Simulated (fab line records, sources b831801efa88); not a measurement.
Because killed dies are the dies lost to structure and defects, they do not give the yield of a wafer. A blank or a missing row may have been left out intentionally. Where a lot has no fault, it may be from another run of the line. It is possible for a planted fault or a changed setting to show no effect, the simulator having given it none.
fab line records -- flow sky130
record: lots: 13, wafers: 39, lastDay: 50
route steps=708 shown SONOS_ONO@185 PAD_OPEN@708
lots untouched by any fault: they come from a run of this same line in which no faults occurred
startH: hours from the record's opening day to when the first of the lot's shown wafers began -- waitH: time in hours since the lot's previous step -- " unchanged from the row above -- L1.1+2: a single row standing in for several wafers -- - no value, or no start was given -- * or withheld: withheld -- < > ~ a bound
route shown NAME@n: NAME is a module with steps in the file, n the number in the route of the first one -- usual: average and standard deviation across the fault-free wafers -- same: alike in all rows -- chamber/n: place in a boat -- sites: the reading at each site -- _std_site: the values' standard deviation -- _edge_site: mean of outer sites minus mean of inner sites -- radiusMm: how far each site lies from the wafer's centre -- mask NAME#n: copy n -- behind: the last tool/chamber to shape the wafer -- hold: reason for holding the lot/hours on hold/outcome of the hold -- device: names the non-switching transistor (n, p or np) -- end of line: the same wafers' tests at the end of the route -- a step without rows: its recipe alone -- killed: at the first sort, the dies lost to defects and structure; wafer yield is something else -- map: the dies of a wafer, with x for killed, . for not killed, _ for no die there
set.NAME: the setting the step ran with; set.NAME@STEP: the setting that earlier step ran with -- model.NAME: the simulator's own value behind a step, which no gauge read
a sample of lots followed through the steps of the route, with each step as a table and each wafer as a row
services: the hour from which a tool's chamber was out of use, counted from the record's first day as startH (under 0 if before that day), plus the number of hours and why
== steps ==
step: SKY_SONOS_ONO_STRIP_17
recipe: chemistry: O2/N2, powerW: 1400, pressureMtorr: 1500, platenTempC: withheld, o2FlowSccm: 3000, n2FlowSccm: 300, overashFraction: 0.5
usual: drypumpMotorCurrentA: 5.7/0.35, oesProductAu: 0.710/0.0046, stripTimeToEndpointS: 14.11/0.04
lot.wafer,tool,chamber,startH,waitH,drypumpMotorCurrentA,oesProductAu,rfHoursCounterH,stripTimeToEndpointS
L338.3,plasmaAsher-03,0,272.07,0.0,5.8,0.712,-,14.13
L338.4,plasmaAsher-03,1,272.07,0.0,5.7,0.714,-,14.11
L338.5,plasmaAsher-03,1,272.07,0.0,5.7,0.715,-,14.11
L339.1,plasmaAsher-04,0,276.33,0.0,6.1,0.714,61,14.08
L339.4,plasmaAsher-04,0,276.33,0.0,6.1,0.712,-,14.08
L339.6,plasmaAsher-04,1,276.33,0.0,5.2,0.709,-,14.09
L341.1,plasmaAsher-02,1,292.58,0.0,5.5,0.711,48,14.08
L341.5,plasmaAsher-02,1,292.58,0.0,5.4,0.724,-,14.04
L341.6,plasmaAsher-02,0,292.58,0.0,6.1,0.706,-,14.11
L342.1,plasmaAsher-04,1,302.98,0.0,5.2,0.709,64,14.08
L342.3,plasmaAsher-04,0,302.98,0.0,6.1,0.709,-,14.09
L342.6,plasmaAsher-04,1,302.98,0.0,5.2,0.716,-,14.06
L343.1,plasmaAsher-03,1,309.34,0.0,5.7,0.717,19,14.14
L343.4,plasmaAsher-03,1,309.34,0.0,5.7,0.702,-,14.19
L343.6,plasmaAsher-03,1,309.34,0.0,5.7,0.717,-,14.14
L344.1,plasmaAsher-04,1,316.10,0.0,5.2,0.708,65,14.09
L344.3,plasmaAsher-04,0,316.10,0.0,6.1,0.711,-,14.10
L344.5,plasmaAsher-04,0,316.10,0.0,6.1,0.720,-,14.09
L345.2,plasmaAsher-02,1,325.94,0.0,5.4,0.918,50,-
L345.3,plasmaAsher-02,1,325.94,0.0,5.4,0.923,-,-
L345.6,plasmaAsher-02,1,325.94,0.0,5.4,0.922,-,-
L348.2,plasmaAsher-03,0,349.93,0.0,5.8,0.712,23,14.16
L348.3,plasmaAsher-03,1,349.93,0.0,5.7,0.712,-,14.17
L348.5,plasmaAsher-03,0,349.93,0.0,5.8,0.708,-,14.13
L355.1,plasmaAsher-04,1,405.39,0.0,5.2,0.712,74,14.17
L355.5,plasmaAsher-04,1,405.39,0.0,5.2,0.714,-,14.14
L355.6,plasmaAsher-04,0,405.39,0.0,6.2,0.720,-,14.13
L357.1,plasmaAsher-04,0,417.00,0.0,6.1,0.717,75,14.16
L357.4,plasmaAsher-04,0,417.00,0.0,6.1,0.709,-,14.16
L357.5,plasmaAsher-04,1,417.00,0.0,5.2,0.708,-,14.24
L359.1,plasmaAsher-02,1,440.89,0.0,5.4,0.706,61,14.16
L359.3,plasmaAsher-02,1,440.89,0.0,5.4,0.702,-,14.15
L359.5,plasmaAsher-02,1,440.89,0.0,5.4,0.711,-,14.09
L360.1,plasmaAsher-04,0,448.28,0.0,6.1,0.715,2,14.08
L360.3,plasmaAsher-04,1,448.28,0.0,5.1,0.712,-,14.09
L360.6,plasmaAsher-04,0,448.28,0.0,6.1,0.716,-,14.16
L361.2,plasmaAsher-04,1,456.24,0.0,5.2,0.712,2,14.11
L361.3,plasmaAsher-04,0,456.24,0.0,6.1,0.713,-,14.11
L361.5,plasmaAsher-04,1,456.24,0.0,5.1,0.710,-,14.15
step: SKY_PAD_OPEN_PROBE_99
usual: killed_at_M0_to_M3: 42/7.4, killed_at_M4_up: 3.4/1.8, killedAtContacts: 25/5.4, killedAtFrontEnd: 15/4.4, killedAtOther: 0.2/0.52, killedDies: 86/9.3, killedOnRim: 17/3.9, killedOpen: 47/7.6, killedShort: 39/6.5
same: grossDies: 492, killedAtBackSide: 0
lot.wafer,tool,chamber,startH,waitH,killed_at_M0_to_M3,killed_at_M4_up,killedAtContacts,killedAtFrontEnd,killedAtOther,killedDies,killedOnRim,killedOpen,killedShort
L345.2,prober-01,-,1112.17,0.1,44,1,18,429,0,492,96,40,40
L345.3,prober-01,-,1112.22,0.2,47,3,27,415,0,492,96,50,51
L345.6,prober-01,-,1112.37,0.2,43,3,38,408,0,492,96,61,40
L357.1,prober-01,-,1182.60,0.1,43,2,21,16,1,83,12,37,46
L357.4,prober-01,-,1182.75,0.2,36,4,27,12,1,80,16,41,39
L357.5,prober-01,-,1182.80,0.2,33,3,33,16,0,85,15,46,39
killed by level:class
L345.2 GATE_OXIDE:areaOxidation=412 METAL1:geometricParticle:short=9 VIA1:geometricParticle:open=9 FIELD_ISO:geometricParticle:open=8 VIA3:geometricParticle:short=6 VIA1:geometricParticle:short=5 CONTACT:geometricParticle:open=5 LI_CONTACT:geometricParticle:open=4
L345.3 GATE_OXIDE:areaOxidation=391 LI_CONTACT:geometricParticle:open=11 CONTACT:geometricParticle:open=11 FIELD_ISO:geometricParticle:short=9 METAL2:geometricParticle:short=9 VIA1:geometricParticle:short=7 VIA1:geometricParticle:open=7 VIA3:geometricParticle:open=7
L345.6 GATE_OXIDE:areaOxidation=391 LI_CONTACT:geometricParticle:open=14 VIA1:geometricParticle:open=12 VIA3:geometricParticle:open=10 CONTACT:geometricParticle:short=8 CONTACT:geometricParticle:open=7 LOCAL_INTERCONNECT:geometricParticle:short=5 VIA2:geometricParticle:open=5
L357.1 VIA1:geometricParticle:open=13 LOCAL_INTERCONNECT:geometricParticle:short=7 LI_CONTACT:geometricParticle:open=6 VIA2:geometricParticle:short=6 LI_CONTACT:geometricParticle:short=5 METAL1:geometricParticle:short=5 VIA2:geometricParticle:open=5 FIELD_ISO:geometricParticle:open=4
L357.4 VIA1:geometricParticle:open=8 LI_CONTACT:geometricParticle:open=7 LOCAL_INTERCONNECT:geometricParticle:short=7 VIA3:geometricParticle:open=7 CONTACT:geometricParticle:open=6 METAL1:geometricParticle:short=6 LI_CONTACT:geometricParticle:short=4 METAL2:geometricParticle:short=4
L357.5 VIA1:geometricParticle:open=12 CONTACT:geometricParticle:open=10 CONTACT:geometricParticle:short=9 LI_CONTACT:geometricParticle:open=5 VIA2:geometricParticle:open=5 FIELD_ISO:geometricParticle:short=4 LI_CONTACT:geometricParticle:short=4 METAL2:geometricParticle:short=4
== services ==
tool,chamber,startH,hours,kind
plasmaAsher-02,-,267.51,2.9,repair
plasmaAsher-04,-,283.16,2.0,repair
plasmaAsher-02,-,293.43,8.1,repair
plasmaAsher-02,-,347.59,2.8,pm
plasmaAsher-03,-,411.66,0.6,repair
plasmaAsher-04,-,421.25,9.0,pm
plasmaAsher-04,0,421.25,9.0,ventCycle
plasmaAsher-04,1,421.25,9.0,ventCycle
plasmaAsher-04,0,430.25,-,clean
plasmaAsher-04,1,430.25,-,clean
== key ==
firstSign: step: SKY_SONOS_ONO_STRIP_17, reading: oesProductAu, direction: up, sigmas: 46, usual: 0.710, struck: 0.921
effect: step: SKY_PAD_OPEN_PROBE_99, reading: killedAtFrontEnd, direction: up, sigmas: 91, usual: 15, struck: 417
moreKillsBornAt: SKY_GATE_OXIDE_OXIDATION_01@furnace-01: 1194
metAt SKY_SONOS_ONO_STRIP_17
struckLots L345
laterRowsLeftOut L345.2,L345.3,L345.6
testerLeftOut L345
onsetBetween 292.58 325.94
fault: kind: stripAborted, tool: plasmaAsher-02, chamber: -, onsetH: 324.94, steps: SKY_SONOS_ONO_STRIP_17, offset: 0.63237, endH: 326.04
testerLeftOut: of these lots the tester's yield and bins aren't shown, on N5 and GAA mostly nor the transistor test; their killed dies are dies lost to structure and defects alone, not to doping, threshold or leakage, so they don't give the yield
laterRowsLeftOut: the simulator's readings of these wafers behind a module that went badly wrong aren't trusted and aren't shown, but for the sort
